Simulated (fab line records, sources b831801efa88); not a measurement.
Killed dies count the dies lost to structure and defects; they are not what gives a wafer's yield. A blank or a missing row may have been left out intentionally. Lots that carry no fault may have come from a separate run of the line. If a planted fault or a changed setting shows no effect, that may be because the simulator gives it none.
The same fault as seen by 2 desks	flow sky130	numbers are kept per desk, each desk with only its own; the story behind them comes last

== DESK OF THE TOOL OWNER: furnace-01 ==
The tool's own readings at SKY_GATE_OXIDE_OXIDATION_01 (stabilise 600 s, purge 300 s, target thk 10.268 nm): means of the sampled wafers that have a number, for each lot that ran on this tool. The brackets show how far a lot's mean lies from the usual mean; more than 4 standard deviations puts the lot out of limits, marked OUT. 7 of its 8 readings are shown: the first one out of limits and those lying furthest out on some lot.
Columns: A = spike tc bottom C at SKY_GATE_OXIDE_OXIDATION_01, usual 922 C; B = spike tc centre C at SKY_GATE_OXIDE_OXIDATION_01, usual 899.7 C; C = spike tc lower C at SKY_GATE_OXIDE_OXIDATION_01, usual 899.5 C; D = spike tc top C at SKY_GATE_OXIDE_OXIDATION_01, usual 911.7 C; E = spike tc upper C at SKY_GATE_OXIDE_OXIDATION_01, usual 901.5 C; F = tube center temp C at SKY_GATE_OXIDE_OXIDATION_01, usual 900 C; G = tube_center_temp_C_max at SKY_GATE_OXIDE_OXIDATION_01, usual 902.3
lot	first seen here	A	B	C	D	E	F	G
L859	day 12 19:49	924	899.2	899.6	912.0	903.0	900	902.3
L861	day 13 16:22	922	899.0	899.4	911.8	902.2	900	902.2
L863	day 14 07:14	924	899.6	899.6	910.8	901.8	900	902.3
L870	day 16 18:43	917	894.0 (-6.0) OUT	892.6 (-7.0) OUT	905.3 (-5.4) OUT	895.4 (-6.1) OUT	894 (-73) OUT	896.3 (-17) OUT
L871	day 16 18:43	917	893.3 (-6.8) OUT	892.9 (-6.7) OUT	904.8 (-5.7) OUT	895.6 (-5.9) OUT	894 (-74) OUT	895.9 (-18) OUT
L878	day 19 13:07	923	899.4	899.4	912.4	901.9	900	902.0
L879	day 19 14:44	924	900.3	899.1	911.1	901.6	900	902.1
L881	day 21 22:37	924	899.2	899.5	912.1	902.0	900	902.0
L880	day 22 00:01	924	900.7	899.3	911.0	901.0	900	902.4
This desk finds L870, L871 out of limits, L870 being first, at day 16 18:43 (spike tc centre C at SKY_GATE_OXIDE_OXIDATION_01). In limits: L859, L861, L863, L878, L879, L881, L880.

== METROLOGY DESK ==
Means of the sampled wafers that have a number, per lot and without regard to the tool the lot ran on: this is what the gauges read. The brackets show how far a lot's mean lies from the usual mean; more than 4 standard deviations puts the lot out of limits, marked OUT.
Columns: A = cd nm at SKY_SONOS_TUNNEL_CD_MEAS_07, usual 410.2 nm; B = GATE_OXIDE_OXIDATION_00_THK at SKY_GATE_OXIDE_THK_MEAS_02, usual 10.19 nm
lot	first seen here	A	B
L859	day 11 10:32	412.0	10.37
L861	day 12 05:19	412.8	10.23
L863	day 12 20:44	411.6	10.13
L864	day 13 04:16	411.9	10.32
L870	day 15 00:16	410.1	9.70
L871	day 15 09:05	404.8	9.65
L878	day 17 17:52	409.3	10.03
L879	day 18 00:46	405.4	10.19
L880	day 18 13:55	413.0	9.93
L881	day 18 18:53	409.5	10.00
L882	day 18 21:02	414.2	10.34
Finding of this desk: none of the 11 lots has anything out of limits.

== ALL TOGETHER ==
An alarm could have come from the tool owner's desk at day 16 18:43, on L870, L871.
From the metrology desk's view, nothing was out of limits.
The metrology desk holds a record of L870, L871, inside its limits.
Every lot named ran SKY_GATE_OXIDE_OXIDATION_01 on furnace-01.

== WHAT THE SIMULATOR HAD PUT IN ==
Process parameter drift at SKY_GATE_OXIDE_OXIDATION_01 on furnace-01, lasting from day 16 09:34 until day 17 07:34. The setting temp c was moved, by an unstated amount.
Lots struck among those shown: L870, L871.
Delay in hours, fault start to first out-of-limits reading, by desk: the tool owner's desk at 9.
